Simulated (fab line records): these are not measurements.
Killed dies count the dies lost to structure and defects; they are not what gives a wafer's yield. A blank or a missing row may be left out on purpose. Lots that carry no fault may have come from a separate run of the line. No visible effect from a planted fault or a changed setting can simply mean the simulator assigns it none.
Struck lot and sound lot, side by side + flow sfq-line + 20 steps out of a route of 325
Sound: wafers L852.4, L852.5, L852.6. Wafers L863.2, L863.3, L863.5 were the ones struck. At the end, the cause is stated.
Per side, at each step with rows, come the tool, then ch with its chambers, and then its first start. Under that, the readings that differ: sound wafers + struck wafers + difference of the means + sigmas: that difference in standard deviations of wafers without a fault.
alike: same words and numbers on both sides, and readings whose means sit less than 2 such deviations apart. not compared: any withheld reading, any reading some wafer has no value for, any bound like >300 that may hide the same value, and any number with overlapping values for which the record gives no deviation.
A row with sigmas, a row that says differs or no value, or rows on one side alone: a step with any of these is where the two part. Numbers that don't overlap but have no deviation are shown without sigmas and don't part them. A reading missing from all wafers of one side parts the sides only when that side holds two or more wafers.

first, 2 steps without rows for these wafers: SFQ_TRILAYER_L0_VIA_LITHO_PEB_016 (peb time 60 s); SFQ_TRILAYER_L0_VIA_LITHO_DEVELOP_015 (time 60 s).
SFQ_L0V_OVL_MEAS_903:
  sound on overlay-01, day 5 07:07; struck on overlay-02, day 7 08:19
  alike: L0V_OVL
then, 1 step without rows for these wafers: SFQ_TRILAYER_L0_VIA_BARC_OPEN_VIA_ETCH_021 (etches BARC in O2, target depth 125 nm, time 41.7 s).
SFQ_TRILAYER_L0_VIA_ETCH_VIA_ETCH_016: etches SiO2 in CHF3, stops on MoNx KI, target depth 80 nm.
  sound on rie-diel-03 ch 0,1,3, day 5 07:11; struck on rie-diel-02 ch 1,3, day 7 08:23
  alike: drypump-motor-current-A, oes-product-au
SFQ_TRILAYER_L0_VIA_STRIP_STRIP_017: strips in O2.
  sound on rie-metal-01 ch 0,1, day 5 07:25; struck on rie-metal-01 ch 1, day 7 08:26
  alike: drypump-motor-current-A, oes-product-au
  not compared: rf-hours-counter-h
then, 2 steps without rows for these wafers: SFQ_TRILAYER_L0_VIA_STRIP_SOLV_CLEAN_018 (cleans in NMP, time 600 s); SFQ_TRILAYER_M0_DEP_PRE_CLEAN_020 (time 15 s).
SFQ_TRILAYER_M0_DEP_SPUTTER_019: material Nb, target thk 200 nm, time 133.3 s.
  sound on pvd-sputter-04, day 5 08:01; struck on pvd-sputter-06, day 7 09:14
  alike: throttle-valve-pct
SFQ_M0_RS_MEAS_904: the measuring method here is four-point-probe.
  sound on film-metro-02, day 5 08:10; struck on film-metro-02, day 7 09:21
| reading           | sound             | struck            | difference | sigmas |
|-------------------|-------------------|-------------------|------------|--------|
| M0_NB_RS (ohm/sq) | 0.871 0.869 0.873 | 0.903 0.904 0.898 | +0.031     | +3     |
then, 1 step without rows for these wafers: SFQ_TRILAYER_M0_LITHO_COAT_026 (resist thk 62 nm).
SFQ_TRILAYER_M0_LITHO_COAT_021: resist thk 600 nm.
  sound on litho-track-02 ch 0, day 5 08:44; struck on litho-track-03 ch 0, day 7 09:52
| reading                                             | sound                | struck               | difference | sigmas |
|-----------------------------------------------------|----------------------|----------------------|------------|--------|
| spin-speed-rpm (rpm)                                | 3003.2 2996.7 2996.4 | 2932.8 2932.3 2932.7 | -66.2      | -32    |
| model.KrF_of_TRILAYER_M0_LITHO_COAT_021.thk-nm (nm) | 599.4 598.4 600.2    | 606.6 608.1 606.5    | +7.7       |        |
then, 4 steps without rows for these wafers: SFQ_TRILAYER_M0_LITHO_SOFTBAKE_025; SFQ_TRILAYER_M0_LITHO_EXPOSE_022 (exposes mask M0, target cd 500 nm); SFQ_TRILAYER_M0_LITHO_PEB_024 (peb time 62.16 s); SFQ_TRILAYER_M0_LITHO_DEVELOP_023 (time 60 s).
-- the record jumps here: 4 days lie between the struck wafers' starts before and after --
SFQ_M0_OVL_MEAS_906:
  sound on overlay-02, day 7 19:07; struck on overlay-01, day 11 20:23
  alike: M0_OVL
SFQ_TRILAYER_M0_BARC_OPEN_METAL_ETCH_031: etches BARC in O2, target depth 125 nm, time 41.7 s.
  sound on rie-metal-02 ch 0,1, day 7 19:10; struck on rie-metal-04 ch 0,1, day 11 20:25
  alike: drypump-motor-current-A, oes-product-au
  not compared: rf-hours-counter-h
SFQ_TRILAYER_M0_ETCH_METAL_ETCH_024: etches Nb in Cl2/Ar, stops on SiO2, target depth 240 nm, time 120 s.
  sound on rie-metal-02 ch 0,1, day 7 19:14; struck on rie-metal-04 ch 0,1, day 11 20:29
| reading                                             | sound             | struck            | difference | sigmas |
|-----------------------------------------------------|-------------------|-------------------|------------|--------|
| oes-product-au (a.u.)                               | 0.908 0.907 0.903 | 0.883 0.889 0.889 | -0.019     | -2     |
| model.KrF_of_TRILAYER_M0_LITHO_COAT_021.thk-nm (nm) | 380.5 383 380.7   | 391.1 393.6 390.1 | +10.2      |        |
  alike: drypump-motor-current-A
  not compared: rf-hours-counter-h
SFQ_TRILAYER_M0_STRIP_STRIP_025: strips in O2.
  sound on rie-metal-02 ch 0,1, day 7 19:32; struck on rie-metal-04 ch 0,1, day 11 20:36
  alike: drypump-motor-current-A, oes-product-au
  not compared: rf-hours-counter-h

== WHERE THEY PART ==
Earliest at SFQ_M0_RS_MEAS_904; latest, in this record, at SFQ_TRILAYER_M0_ETCH_METAL_ETCH_024. Later steps at which nothing parts them and some readings are alike: SFQ_TRILAYER_M0_STRIP_STRIP_025.

WHY: whatever the simulator had introduced
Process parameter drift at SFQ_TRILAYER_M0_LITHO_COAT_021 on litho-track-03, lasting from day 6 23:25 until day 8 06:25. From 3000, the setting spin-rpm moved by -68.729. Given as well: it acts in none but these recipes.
